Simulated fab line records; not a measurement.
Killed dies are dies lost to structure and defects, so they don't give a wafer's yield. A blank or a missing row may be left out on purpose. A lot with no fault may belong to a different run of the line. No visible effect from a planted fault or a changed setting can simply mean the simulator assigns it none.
Struck lot and sound lot, side by side || flow gf180mcu || 16 out of 602 route steps
Sound: the wafers L492.1, L492.3, L492.4. Struck: wafers L500.2, L500.3, L500.4. Last of all comes the cause.
Order at every step that has rows: each side's tool, ch and its chambers, its first start. Under that, the readings that differ: sound wafers || struck wafers || difference of the means || sigmas: that difference in standard deviations of wafers without a fault.
alike: readings whose means differ by less than 2 such deviations, and words and numbers that are the same on both sides. not compared: withheld readings, readings that some wafer has no value for, bounds like >300 that may hide the same value, and numbers for which the record gives no deviation and whose values overlap.
Wherever a step has rows on one side only, a row that says differs or no value, or a row with sigmas, the two part there. Non-overlapping numbers with no deviation appear without sigmas and do not part them. A reading missing from all wafers of one side parts the sides only when that side holds two or more wafers.

GF_MIM_SPUTTER_07: material TiN, target thk 60 nm, time 50 s.
  sound: pvd-sputter-04 at day 25 20:20; struck: pvd-sputter-04 at day 28 06:51
  alike: throttle-valve-pct
GF_MIM_SPUTTER_08: material AlCu, target thk 200 nm, time 10.6 s.
  sound: pvd-sputter-04 at day 25 20:23; struck: pvd-sputter-04 at day 28 06:53
  alike: throttle-valve-pct
GF_MIM_SPUTTER_09: material TiN, target thk 35 nm, time 29.2 s.
  sound: pvd-sputter-04 at day 25 20:25; struck: pvd-sputter-04 at day 28 06:55
  alike: throttle-valve-pct
GF_MIM_RS_MEAS_10: the measuring method here is four-point-probe.
  sound: film-metro-02 at day 25 20:26; struck: film-metro-04 at day 28 06:58
  alike: MIM_ALCU_RS
GF_MIM_THK_MEAS_11: measures by xrf.
  sound: film-metro-02 at day 25 20:34; struck: film-metro-04 at day 28 07:05
  alike: MIM_ALCU_THK
then, 7 steps without rows for these wafers: GF_MIM_DEHYDRATE_12 (time 60 s); GF_MIM_HMDS_13 (prime time 60 s); GF_MIM_COAT_14 (resist thk 1000 nm); GF_MIM_SOFTBAKE_15 (time 60 s); GF_MIM_EXPOSE_16 (exposes mask FuseTop, target cd 2000 nm); GF_MIM_PEB_17; GF_MIM_DEVELOP_18 (develop time 60 s).
GF_MIM_METAL_ETCH_19: etches the open film in Cl2/BCl3, stops on Si3N4, target depth 324.5 nm, time 54.1 s.
  sound on rie-metal-03 ch 0,1, day 26 17:00; struck on rie-metal-03 ch 0,1, day 29 02:25
{"reading": "mfc-cl2-sccm (sccm)", "sound": "80.42 80.11 80.70", "struck": "79.60 79.94 80.06", "difference": -0.54, "sigmas": -2}
{"reading": "oes-product-au (a.u.)", "sound": "0.941 0.937 0.937", "struck": "0.920 0.901 0.917", "difference": -0.026, "sigmas": -4}
{"reading": "rf-fwd-power-W (W)", "sound": "787 798 787", "struck": "667 656 668", "difference": -127, "sigmas": -32}
{"reading": "throttle-valve-pct (%)", "sound": "28.278 28.278 28.272", "struck": "28.319 28.334 28.299", "difference": "+0.041", "sigmas": "+4"}
{"reading": "model.etch.depth-nm (nm)", "sound": "294.8 294.9 294.5", "struck": "280.2 274.2 280.8", "difference": -16.3, "sigmas": ""}
{"reading": "model.MIM.feature-depth-nm (nm)", "sound": "294.8 294.9 294.5", "struck": "280.2 274.2 280.8", "difference": -16.3, "sigmas": ""}
{"reading": "model.NOVOLAK_of_MIM_COAT_14.thk-nm (nm)", "sound": "871.3 866.4 867.7", "struck": "890.3 893 890.6", "difference": "+22.8", "sigmas": ""}
  alike: drypump-motor-current-A
  not compared: rf-hours-counter-h
GF_MIM_STRIP_20: strips in O2/N2.
  sound on plasma-asher-04 ch 0,1, day 26 17:04; struck on plasma-asher-04 ch 0,1, day 29 02:29
{"reading": "oes-product-au (a.u.)", "sound": "0.691 0.693 0.683", "struck": "0.708 0.702 0.699", "difference": "+0.014", "sigmas": "+3"}
{"reading": "strip-time-to-endpoint-s (s)", "sound": "11.23 11.17 11.19", "struck": "11.46 11.50 11.45", "difference": "+0.27", "sigmas": "+7"}
  alike: drypump-motor-current-A, heater-power-w, o2-flow-sccm
  not compared: rf-hours-counter-h
then, 1 step without rows for these wafers: GF_MIM_STRIP_21 (strips in post etch residue remover, time 1200 s).
-- the record jumps here: 3 days lie between the struck wafers' starts before and after (it left off in module MIM and takes up again in module PASSIVATION, whose first step shown is number 602 of the route) --
GF_PASSIVATION_PROBE_99:
  sound: prober-01 at day 30 05:40; struck: prober-01 at day 32 09:29
{"reading": "model.etest.met5.line-ohm-um", "sound": "0.2572 0.2657 0.2582", "struck": "270.8 217.8 272.2", "difference": "+253.3", "sigmas": ""}
{"reading": "model.etest.via5-chain.rc-ohm", "sound": "6.717 6.806 6.872", "struck": "196.1 154.2 199.3", "difference": "+176.4", "sigmas": ""}
{"reading": "model.etest.met5.rs-ohm-sq", "sound": "0.07213 0.07244 0.07271", "struck": "76.46 60.49 76.17", "difference": "+70.97", "sigmas": ""}
{"reading": "model.etest.nplus_sal_6v.open", "sound": "0 0 0", "struck": "1 1 1", "difference": "+1", "sigmas": ""}
{"reading": "model.etest.pldd_3p3.open", "sound": "0 0 0", "struck": "1 1 1", "difference": "+1", "sigmas": ""}
{"reading": "model.etest.contact-poly.open", "sound": "0 0 0", "struck": "1 1 1", "difference": "+1", "sigmas": ""}
{"reading": "model.etest.ring_3p3.no-ring", "sound": "0 0 0", "struck": "1 1 1", "difference": "+1", "sigmas": ""}
  not compared: model.etest.met5.rs-ohm-sq-rim-less-centre

## WHERE THEY PART
Last at GF_MIM_STRIP_20 as far as this record goes, first at GF_MIM_METAL_ETCH_19.

WHY: what had been put in by the simulator
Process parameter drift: rie-metal-03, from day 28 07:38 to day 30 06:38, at GF_MIM_METAL_ETCH_19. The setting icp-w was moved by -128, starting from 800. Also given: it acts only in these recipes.
